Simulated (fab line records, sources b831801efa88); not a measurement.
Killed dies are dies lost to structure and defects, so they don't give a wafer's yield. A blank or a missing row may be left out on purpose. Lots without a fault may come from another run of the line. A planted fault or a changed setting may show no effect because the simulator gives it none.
Tool commonality check | flow gf180mcu | 10 lots, 36 wafers sampled

WHY IT WAS OPENED
At GF_VT_IMPLANT_RS_MEAS_46 the reading MVSD_RS is flagged on 2 of 10 lots. Wafers without a fault read 457.2 ohm/sq, standard deviation 1.2.
Rule: a lot is flagged when every wafer of it that has a number lies more than 4 standard deviations from that mean, or none has a number. The other lots count as sound.

lot  | measured     | on            | MVSD_RS (ohm/sq), wafer by wafer    | flag
L999 | day 7 10:22  | film_metro-03 | 458.4 457.8 456.8                   |
L104 | day 8 19:10  | film_metro-03 | 458.7 459.0 459.0                   |
L105 | day 9 02:51  | film_metro-04 | 456.6 456.9 456.0                   |
L107 | day 9 17:21  | film_metro-04 | 458.0 458.2 457.2                   |
L112 | day 10 23:32 | film_metro-03 | 457.7 458.8 458.7                   |
L115 | day 11 20:11 | film_metro-02 | 439.7 438.0 439.1 440.4 439.0 438.4 | FLAGGED
L116 | day 12 04:45 | film_metro-04 | 437.6 440.2 437.7 438.6 439.1 439.0 | FLAGGED
L117 | day 12 11:48 | film_metro-03 | 458.0 459.4 457.5                   |
L119 | day 13 02:03 | film_metro-03 | 457.5 458.1 458.0                   |
L120 | day 13 17:04 | film_metro-02 | 454.5 455.6 456.2                   |
The numbers of the flagged lots are 438.9 ohm/sq on average: -18.3 ohm/sq against the usual, or -15 standard deviations.

WHICH TOOL RAN EACH LOT
The record holds 1 process step before the reading, out of a route of 602 steps. In each cell: the tool, then ch and the chambers that the sampled wafers went through, then the start.
lot  | flag    | GF_MVSD_IMPLANT_08
L999 |         | implanter-01 ch 0, day 4 09:46
L104 |         | implanter-02 ch 0, day 5 15:33
L105 |         | implanter-02 ch 0, day 5 21:40
L107 |         | implanter-01 ch 0, day 6 08:49
L112 |         | implanter-02 ch 0, day 7 11:16
L115 | FLAGGED | implanter-01 ch 0, day 8 04:26
L116 | FLAGGED | implanter-01 ch 0, day 8 10:01
L117 |         | implanter-03 ch 0, day 8 16:22
L119 |         | implanter-02 ch 0, day 9 05:47
L120 |         | implanter-03 ch 0, day 9 17:56
What these steps do:
- GF_MVSD_IMPLANT_08
- GF_VT_IMPLANT_RS_MEAS_46: measures by four-point-probe.

FLAGGED OVER TOTAL, TOOL BY TOOL (the gauges that took the reading come last)
step                     | tool          | lots run | flagged | share of the flagged lots | sound lots run after its first flagged lot
GF_MVSD_IMPLANT_08       | implanter-01  | 4        | 2       | all                       | 0
GF_MVSD_IMPLANT_08       | implanter-02  | 4        | 0       | none                      | -
GF_MVSD_IMPLANT_08       | implanter-03  | 2        | 0       | none                      | -
GF_VT_IMPLANT_RS_MEAS_46 | film_metro-02 | 2        | 1       | some                      | 1 (L120)
GF_VT_IMPLANT_RS_MEAS_46 | film_metro-03 | 5        | 0       | none                      | -
GF_VT_IMPLANT_RS_MEAS_46 | film_metro-04 | 3        | 1       | some                      | 0

WHAT THE TABLE ALLOWS
1 row of the table ran every flagged lot: implanter-01 at GF_MVSD_IMPLANT_08.
- implanter-01 at GF_MVSD_IMPLANT_08: 2 of its 4 lots flagged. Its last sound lot is L107 (day 6 08:49), its first flagged lot L115 (day 8 04:26): a fault that began between those two fits. Its own readings lie more than 4 standard deviations out on every wafer of the flagged lots: end_station_pressure_torr.
One tool is left: implanter-01 at GF_MVSD_IMPLANT_08.

WHAT THE SIMULATOR HAD PUT IN
Process parameter drift: implanter-01, from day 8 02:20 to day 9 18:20, at GF_MVSD_IMPLANT_08. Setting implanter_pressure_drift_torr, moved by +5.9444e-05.
Process parameter drift: implanter-01, from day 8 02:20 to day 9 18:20, at GF_MVSD_IMPLANT_08. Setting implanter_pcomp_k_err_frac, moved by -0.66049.
Lots struck among those shown: L115, L116. The rule above found the same.
